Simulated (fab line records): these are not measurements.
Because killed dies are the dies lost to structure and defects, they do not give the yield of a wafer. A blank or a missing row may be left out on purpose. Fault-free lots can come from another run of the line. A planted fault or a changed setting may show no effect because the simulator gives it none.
Split-lot experiment + flow sfqLine + 23 wafers read across 5 lots, on a route 325 steps long

== ON THE SPLIT ==
At SFQ_TRILAYER_I4_VIA_LITHO_COAT_103 (resist thk 650 nm), the setting resistThkNm was moved away from the recipe's 650 nm on 11 of the 23 wafers read, by -3.9% to +4.7%. The other wafers ran this setting at the recipe's value.

No step appears in the file between the split and the reading.

== THE READING ==
KrF_of_TRILAYER_I4_VIA_LITHO_COAT_103.thkNm (the simulator's own value, which no gauge read), in nm, at SFQ_TRILAYER_I4_VIA_BARC_OPEN_VIA_ETCH_146 (etches BARC in O2, target depth 125 nm, time 41.7 s). No usual value for it is given in the file. Average 573.7 nm, standard deviation 2.1 nm, over the 12 wafers here run with the recipe.

| wafer  | tool, chamber at the split | resistThkNm as run, nm | against the recipe | KrF_of_TRILAYER_I4_VIA_LITHO_COAT_103.thkNm, nm | against lot-mates on the recipe |
|--------|----------------------------|------------------------|--------------------|-------------------------------------------------|---------------------------------|
| L078.2 | lithoTrack-03, 0           | 650                    | recipe             | 577.2                                           | -                               |
| L078.3 | lithoTrack-03, 0           | 650                    | recipe             | 575.8                                           | -                               |
| L078.4 | lithoTrack-03, 0           | 624.5                  | -3.9%              | 550.5                                           | -25.9                           |
| L078.5 | lithoTrack-03, 0           | 624.5                  | -3.9%              | 549.3                                           | -27.1                           |
| L078.6 | lithoTrack-03, 0           | 650                    | recipe             | 576.2                                           | -                               |
| L079.1 | lithoTrack-03, 0           | 650                    | recipe             | 572.7                                           | -                               |
| L079.2 | lithoTrack-03, 0           | 650                    | recipe             | 574.3                                           | -                               |
| L079.3 | lithoTrack-03, 0           | 650                    | recipe             | 571.2                                           | -                               |
| L081.1 | lithoTrack-04, 0           | 650                    | recipe             | 574.9                                           | -                               |
| L081.2 | lithoTrack-04, 0           | 680.3                  | +4.7%              | 604.5                                           | +30.4                           |
| L081.4 | lithoTrack-04, 0           | 680.3                  | +4.7%              | 604.3                                           | +30.1                           |
| L081.5 | lithoTrack-04, 0           | 650                    | recipe             | 573.4                                           | -                               |
| L081.6 | lithoTrack-04, 0           | 680.3                  | +4.7%              | 605.7                                           | +31.6                           |
| L083.1 | lithoTrack-04, 0           | 650                    | recipe             | 569.6                                           | -                               |
| L083.3 | lithoTrack-04, 0           | 638.8                  | -1.7%              | 561.3                                           | -9.2                            |
| L083.4 | lithoTrack-04, 0           | 650                    | recipe             | 571.5                                           | -                               |
| L083.5 | lithoTrack-04, 0           | 638.8                  | -1.7%              | 556.3                                           | -14.2                           |
| L083.6 | lithoTrack-04, 0           | 638.8                  | -1.7%              | 563.2                                           | -7.3                            |
| L084.1 | lithoTrack-02, 0           | 650                    | recipe             | 573.7                                           | -                               |
| L084.2 | lithoTrack-02, 0           | 625                    | -3.8%              | 549.3                                           | -24.4                           |
| L084.3 | lithoTrack-02, 0           | 650                    | recipe             | 573.6                                           | -                               |
| L084.5 | lithoTrack-02, 0           | 625                    | -3.8%              | 551.2                                           | -22.5                           |
| L084.6 | lithoTrack-02, 0           | 625                    | -3.8%              | 549.6                                           | -24.1                           |

THE FIT
A straight line over all 23 wafers: KrF_of_TRILAYER_I4_VIA_LITHO_COAT_103.thkNm changes by +6.47 nm for each +1% of resistThkNm; r = +0.99; the points scatter about the line by 2.3 nm.
The same after taking each lot's own level away (the mean of its wafers on the recipe; 23 wafers): +6.47 nm for each +1%; r = +1.00; scatter 1.5 nm.
According to that fit, moving resistThkNm by its largest amount changes the reading by 30 nm.
The span of the lots' own levels, 570.55 to 576.40 nm, comes to 2.8 times the standard deviation stated above.
The two slopes are in agreement: the lot-to-lot level therefore moves the slope only a little.
Check: with one of the wafers moved furthest among these (+4.7%) left out of the fit, the line predicts +30.4 nm for it against its lot-mates. It came out at +30.4 nm against them.

== OTHER SPLITS APPLIED TO THESE WAFERS ==
Note: prior to the reading, these wafers also went through further splits. Each is held against what the fit with the lots' levels taken away leaves over:
| other split on the same wafers                | wafers away from the commonest value | r with KrF_of_TRILAYER_I4_VIA_LITHO_COAT_103.thkNm (lot level and that fit taken away) |
|-----------------------------------------------|--------------------------------------|----------------------------------------------------------------------------------------|
| SFQ_TRILAYER_I1_VIA_ETCH_VIA_ETCH_052 biasW   | 9                                    | -0.05                                                                                  |
| SFQ_TRILAYER_M2_LITHO_EXPOSE_058 doseMj       | 7                                    | +0.14                                                                                  |
| SFQ_TRILAYER_M2_ETCH_METAL_ETCH_060 timeS     | 8                                    | +0.15                                                                                  |
| SFQ_TRILAYER_M3_DEP_SPUTTER_073 powerW        | 8                                    | +0.19                                                                                  |
| SFQ_TRILAYER_M3_LITHO_PEB_078 pebTempC        | 7                                    | +0.01                                                                                  |
| SFQ_TRILAYER_M3_BARC_OPEN_METAL_ETCH_100 icpW | 5                                    | -0.16                                                                                  |
| SFQ_TRILAYER_M4_DEP_SPUTTER_091 timeS         | 10                                   | -0.40                                                                                  |
| SFQ_TRILAYER_M4_LITHO_COAT_093 spinRpm        | 8                                    | -0.04                                                                                  |

== THE WHOLE CHAIN: every reading that the file lists as answering this split, in the file's order ==
| step                                       | what it does                                        | reading                                                                                      | change (the file's fit)              | r (the file's) |
|--------------------------------------------|-----------------------------------------------------|----------------------------------------------------------------------------------------------|--------------------------------------|----------------|
| SFQ_TRILAYER_I4_VIA_LITHO_COAT_103         | resist thk 650 nm                                   | KrF_of_TRILAYER_I4_VIA_LITHO_COAT_103.thkNm (the simulator's own value, which no gauge read) | +6.56 nm for each +1% of the setting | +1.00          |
| SFQ_TRILAYER_I4_VIA_BARC_OPEN_VIA_ETCH_146 | etches BARC in O2, target depth 125 nm, time 41.7 s | KrF_of_TRILAYER_I4_VIA_LITHO_COAT_103.thkNm (the simulator's own value, which no gauge read) | +6.48 nm for each +1% of the setting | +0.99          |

== THE FILE'S OWN FIT ==
KrF_of_TRILAYER_I4_VIA_LITHO_COAT_103.thkNm changes by +6.48 nm for each +1% of resistThkNm, r = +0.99.
